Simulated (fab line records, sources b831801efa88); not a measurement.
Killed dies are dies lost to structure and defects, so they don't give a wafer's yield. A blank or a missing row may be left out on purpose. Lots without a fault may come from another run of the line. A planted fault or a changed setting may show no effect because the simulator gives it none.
fab line records | flow sky130
record lots=6 wafers=18 last_day=50
route steps=708 shown METAL1@456 VIA1@458
lots that met no fault: from a run of the same line without faults
start_h: hours from the record's first day to the start of the lot's first wafer shown | wait_h: hours since the lot's step before | " the same as in the row above | L1.1+2: a row that stands for several wafers | - no value, or no start given | * or withheld: withheld | < > ~ a bound
route shown NAME@n: a module of which the file shows steps, and the number in the route of the first | usual: mean/standard deviation of fault-free wafers | same: alike in all rows | chamber/n: place in a boat | sites: the reading at each site | _std_site: their standard deviation | _edge_site: outer sites' mean less inner sites' | radius_mm: how far each site lies from the wafer's centre | mask NAME#n: copy n | behind: the tool/chamber that last shaped the wafer | hold: why the lot was held/for how many hours/how that ended | device: the transistor (n, p or np) that didn't switch | end of line: the same wafers' tests at the end of the route | a step without rows: its recipe alone | killed: dies lost to structure and defects at the first sort, not the wafer's yield | map: a wafer's dies, x killed, . not, _ none there
set.NAME: the setting as run; set.NAME@STEP: as run at that earlier step | model.NAME: the simulator's own value behind a step, which no gauge read
lots at some steps of the route; a table a step, a row a wafer
services: from which hour (start_h, from the record's first day; less than 0 if before it) a tool's chamber was out of use, for how many hours, and why
## steps
# step SKY_METAL1_CLEAN_22
# recipe chemistry=IPA time_s=180 temp_c=25
# step SKY_METAL1_CLEAN_23
# recipe chemistry=O3/DIW dry=n2_spin
# step SKY_VIA1_HDPCVD_00
# recipe material=SiO2 target_thk_nm=1030 sigma_open_frac=0.3 time_s=171.7 temp_c=400 sih4_flow_sccm=60 pressure_mtorr=6
# step SKY_VIA1_THK_MEAS_01
# recipe reads=SiO2_of_VIA1_HDPCVD_00
# usual VIA1_HDPCVD_THK=1036/11
# columns lot.wafer tool chamber start_h wait_h VIA1_HDPCVD_THK[nm]
L824.1 film_metro-01 - 811.15 0.1 1049
L824.2 " - " " 1041
L824.3 " - " " 1047
L823.1 film_metro-03 - 814.61 0.1 1039
L823.3 " - " " 1026
L823.5 " - " " 1043
L831.3 film_metro-03 - 864.41 0.1 1047
L831.4 " - " " 1028
L831.6 " - " " 1030
L834.2 film_metro-02 - 885.73 0.1 1032
L834.4 " - " " 1034
L834.5 " - " " 1024
L837.1 film_metro-01 - 901.67 0.1 1032
L837.3 " - " " 1043
L837.6 " - " " 1030
L842.3 film_metro-01 - 944.02 0.2 1055
L842.4 " - " " 1051
L842.5 " - " " 1057
# step SKY_VIA1_CMP_02
# recipe material=SiO2 down_force_psi=4 platen_rpm=60 pad_velocity_m_s=0.94248
# usual edge_zone_pressure_frac=1.000/0.0051 motor_current_A=11.5/1.3
# columns lot.wafer tool chamber start_h wait_h edge_zone_pressure_frac motor_current_A
L824.1 cmp-02 0 811.21 0.1 0.994 12.1
L824.2 " 1 " " 1.007 9.6
L824.3 " 2 " " 1.003 11.5
L823.1 cmp-02 1 814.67 0.1 0.996 9.3
L823.3 " 2 " " 0.997 11.7
L823.5 " 1 " " 0.999 9.4
L831.3 cmp-01 2 864.45 0.0 0.996 13.0
L831.4 " 0 " " 0.999 10.1
L831.6 " 2 " " 0.985 12.2
L834.2 cmp-01 0 885.78 0.0 1.000 9.5
L834.4 " 1 " " 0.992 11.6
L834.5 " 1 " " 0.999 10.9
L837.3 cmp-02 0 901.73 0.0 1.005 12.2
L837.1 " 1 " " 0.993 9.4
L837.6 " 1 " " 1.000 9.0
L842.3 cmp-01 3 944.11 0.1 0.994 10.2
L842.4 " 0 " " 1.007 9.8
L842.5 " 2 " " 0.991 12.2
# step SKY_VIA1_BOW_MEAS_03
# recipe mode=bow
# usual VIA1_BOW=81/6.8
# columns lot.wafer tool chamber start_h wait_h VIA1_BOW[um]
L824.1 film_metro-01 - 811.51 0.2 81
L824.2 " - " " 76
L824.3 " - " " 85
L823.1 film_metro-02 - 814.97 0.2 78
L823.3 " - " " 80
L823.5 " - " " 81
L831.3 film_metro-01 - 864.79 0.3 81
L831.4 " - " " 74
L831.6 " - " " 63
L834.2 film_metro-02 - 886.10 0.3 87
L834.4 " - " " 69
L834.5 " - " " 91
L837.1 film_metro-01 - 902.03 0.2 91
L837.3 " - " " 85
L837.6 " - " " 78
L842.3 film_metro-02 - 944.40 0.2 84
L842.4 " - " " 86
L842.5 " - " " 81
# step SKY_VIA1_DEHYDRATE_04
# recipe temp_c=200 time_s=60
# step SKY_VIA1_HMDS_05
# recipe prime_time_s=60 prime_temp_c=120
# step SKY_VIA1_COAT_06
# recipe resist=BARC temp_c=withheld time_s=withheld spin_rpm=3000 resist_thk_nm=60
# step SKY_VIA1_COAT_07
# recipe resist=KrF-thick spin_rpm=3000 resist_thk_nm=450
# step SKY_VIA1_SOFTBAKE_08
# recipe temp_c=100 time_s=90 resist=KrF-thick
# step SKY_VIA1_EXPOSE_09
# recipe mask_id=VIM na=0.8 source_shape=annular sigma_inner=0.55 sigma_outer=0.85 target_cd_nm=150 dose_mj=38
# step SKY_VIA1_PEB_10
# recipe peb_temp_c=withheld peb_time_s=withheld resist=KrF-thick
# usual chill_plate_temp_C=* exhaust_pa=44.8/0.94 resist_line_temp_C=*
# columns lot.wafer tool chamber start_h wait_h chill_plate_temp_C exhaust_pa resist_line_temp_C
L824.1 litho_track-02 - 837 - - - -
L824.2 " - " " - - -
L824.3 " - " " - - -
L823.1 litho_track-03 - 841 - - - -
L823.3 " - " " - - -
L823.5 " - " " - - -
L831.3 litho_track-03 0 890 - * 43.4 *
L831.4 " 0 " " * 45.1 *
L831.6 " 0 " " * 43.4 *
L834.2 litho_track-04 0 911 - * 44.0 *
L834.4 " 0 " " * 44.0 *
L834.5 " 0 " " * 45.1 *
L837.1 litho_track-04 0 926 - * 45.1 *
L837.3 " 0 " " * 44.6 *
L837.6 " 0 " " * 44.7 *
L842.3 litho_track-02 0 968 - * 45.5 *
L842.4 " 0 " " * 44.0 *
L842.5 " 0 " " * 43.4 *
# step SKY_VIA1_DEVELOP_11
# recipe develop_time_s=60 resist=KrF-thick dev_temp_c=21
## services
# columns tool chamber start_h hours kind
cmp-01 - 811.63 5.2 pm
cmp-01 - 867.42 0.6 repair
cmp-01 - 873.67 0.9 repair
cmp-02 - 884.80 4.4 repair
cmp-01 - 899.99 4.0 repair
cmp-01 - 910.37 1.9 repair
cmp-01 - 912.31 4.0 pm
cmp-01 - 916.31 - consumable_replace:conditioner
cmp-01 - 916.31 - consumable_replace:pad
cmp-01 - 931.19 12.7 pm
cmp-02 - 938.78 2.3 repair
cmp-02 - 961.51 5.8 pm
## key
first_sign step=SKY_VIA1_PEB_10 reading=tool_record direction=missing
effect none on later readings
met_at SKY_VIA1_PEB_10
struck_wafers L823.1,L823.3,L823.5,L824.1,L824.2,L824.3
later_rows_left_out L823.1,L823.3,L823.5,L824.1,L824.2,L824.3
sort_left_out L823.1,L823.3,L823.5,L824.1,L824.2,L824.3
fault kind=skipped_step_whole tool=litho_track-02,litho_track-03 chamber=- onset_h=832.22 steps=SKY_VIA1_PEB_10 scope=struck_lots_only
# sort_left_out: the simulated sort isn't trusted on such a fault, so these wafers' sort isn't shown, and their yield isn't known
# later_rows_left_out: the simulator's readings of these wafers behind a module that went badly wrong aren't trusted and aren't shown, but for the sort
